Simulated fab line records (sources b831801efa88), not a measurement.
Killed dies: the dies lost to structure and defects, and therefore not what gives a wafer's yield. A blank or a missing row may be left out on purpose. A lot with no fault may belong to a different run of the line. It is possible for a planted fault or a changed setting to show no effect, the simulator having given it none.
Chamber matching | flow gf180mcu | GF_POLY_GATE_ETCH_13 on rie si-02 has 4 sister chambers
The step etches poly-Si in HBr/Cl2, stops on SiO2, target depth 198.5 nm, time 69.6 s. 8 wafers are shown with their chamber, then 7 later ones without.

WAFERS, EACH WITH ITS CHAMBER
wafer  | chamber | drypump motor current A (A) | throttle valve pct (%)
L689.2 | 0       | 6.4                         | 33.676
L689.6 | 1       | 5.4                         | 33.664
L694.1 | 3       | 6.6                         | 33.688
L694.4 | 1       | 5.5                         | 33.664
L697.5 | 2       | 5.6                         | 33.669
L697.6 | 0       | 6.4                         | 33.690
L700.1 | 2       | 5.6                         | 33.682
L700.2 | 3       | 6.6                         | 33.674

WAFERS WITH NO CHAMBER GIVEN
wafer  | drypump motor current A (A) | throttle valve pct (%)
L700.4 | 5.4                         | 33.683
L702.1 | 5.6                         | 33.697
L702.5 | 5.7                         | 33.673
L702.6 | 5.5                         | 33.679
L704.1 | 5.6                         | 33.681
L704.4 | 6.6                         | 33.684
L704.5 | 6.5                         | 33.675

CHAMBER TAKEN BY EACH
wafer  | from the rows above     | in truth
L700.4 | 1                       | 1
L702.1 | 2                       | 2
L702.5 | 2                       | 2
L702.6 | can't be placed: 1 or 2 | 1
L704.1 | 2                       | 2
L704.4 | 3                       | 3
L704.5 | can't be placed: 3 or 0 | 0
5 of 7 placed correctly. Unplaceable from these rows: 2, with the true chamber sitting among the candidates in 2. Placed wrongly: 0.
How it was worked out, from the rows above alone: a wafer's distance from a chamber is the root of the sum, over the readings, of the square of ((its reading less the chamber's mean) divided by the reading's scatter). If the next closest chamber is less than 2 further off than the closest, the wafer can't be placed; otherwise it belongs to the closest. For every chamber, the mean is computed from those of its wafers that are shown. The scatter: take each reading less its chamber's mean, square it, sum over the shown wafers, divide by the number of wafers less the number of chambers, and take the root.
